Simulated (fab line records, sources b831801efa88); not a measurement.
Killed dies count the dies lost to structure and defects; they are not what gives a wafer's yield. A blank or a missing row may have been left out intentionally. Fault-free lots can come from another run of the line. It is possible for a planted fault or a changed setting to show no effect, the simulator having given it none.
8D (eight disciplines) problem report, filled in by code + flow sky130 + the parts of the form that need people (team, actions taken, sign-off) are left out

1. THE PROBLEM
Across 6 wafers from 2 lots, SD_N_RS at SKY_SD_N_RS_MEAS_16 averages 67.35 ohm/sq, while fault-free wafers read 68.56 ohm/sq with a standard deviation of 0.12. That is -10 standard deviations from the usual mean.
The step: measures by four-point-probe.
First observed at day 32 08:47: wafer L219.2, on filmMetro-01. At this step, 36 wafers from 12 lots have a number in the record. The rule behind "out" and "out of limits": a value lying over 4 standard deviations away from the usual mean. The rest of the wafers with a number are treated as sound.

2. WHAT THIS IS AND IS NOT
| question                    | is                     | is not                                                                          |
|-----------------------------|------------------------|---------------------------------------------------------------------------------|
| which readings at this step | SD_N_RS                | -                                                                               |
| which lots                  | L219, L221             | L206, L207, L208, L209, L211, L212, L213, L224, L226, L228                      |
| which wafers of those lots  | all that have a number | -                                                                               |
| read on which gauges        | filmMetro-01           | filmMetro-02, filmMetro-04                                                      |
| when                        | from day 32 08:47      | up to then (21 sound wafers); but 9 sound wafers of L224, L226, L228 came after |

3. WHAT RULES OUT EACH SUSPECT
Counting: a tool at any process step up to the reading remains a suspect when it ran all the lots that are out and ran no sound lot after the first of those.
- the gauge at SKY_SD_N_RS_MEAS_16 has been ruled out. All the wafers that are out were read on filmMetro-01, but those of them that SKY_SD_N_RTA_14 has rows for are out there too, on other tools.
- rtpAnneal-01 at SKY_SD_N_RTA_14 (time 2 s): kept. All lots that are out passed through it, beginning with L219 at day 32 08:36, and no sound lot followed; its final sound lot before that point was L213 at day 30 13:55. Its own readings are out on those wafers: wafer_temp_C_max.
After counting, what remains is rtpAnneal-01 at SKY_SD_N_RTA_14.

4. THE CAUSE (what the simulator had put in)
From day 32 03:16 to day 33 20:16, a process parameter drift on rtpAnneal-01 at SKY_SD_N_RTA_14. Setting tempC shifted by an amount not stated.
Only this tool survived the counting.

5. THE EFFECT CHAIN, in route order
Each row: a reading whose mean over the struck wafers that have a number lies more than 3 standard deviations from the usual. Only readings for which the record gives a usual standard deviation are gone through. hours: the time from each lot's start at the first step in this table that gives one to its start at this step, as a median over the lots. sigmas: the change in usual standard deviations.
| hours | step                | reading          | usual        | on struck wafers | change | sigmas |
|-------|---------------------|------------------|--------------|------------------|--------|--------|
| 0     | SKY_SD_N_RTA_14     | wafer_temp_C_max | 1078.1       | 1085.6           | +7.5   | +5.4   |
| 0     | SKY_SD_N_RS_MEAS_16 | SD_N_RS          | 68.56 ohm/sq | 67.35            | -1.21  | -10    |
| 0     | SKY_SD_N_RS_MEAS_17 | SD_P_RS          | 147.1 ohm/sq | 140.8            | -6.3   | -19    |
Process steps it contains:
- SKY_SD_N_RTA_14: time 2 s.

6. HOW IT WOULD HAVE BEEN CAUGHT EARLIER
The first out-of-limits reading at a measuring or inspecting step in this record came at day 32 08:47, 6 hours after the fault's start at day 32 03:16.
The tool's own readings at SKY_SD_N_RTA_14 were out on every struck wafer that the step has a row for (wafer_temp_C_max): an alarm limit on them would have fired on the first of those.
L221, from the lots that are out (2), started SKY_SD_N_RTA_14 on rtpAnneal-01 later than day 32 08:47. Putting the tool on hold at that point would have spared it.
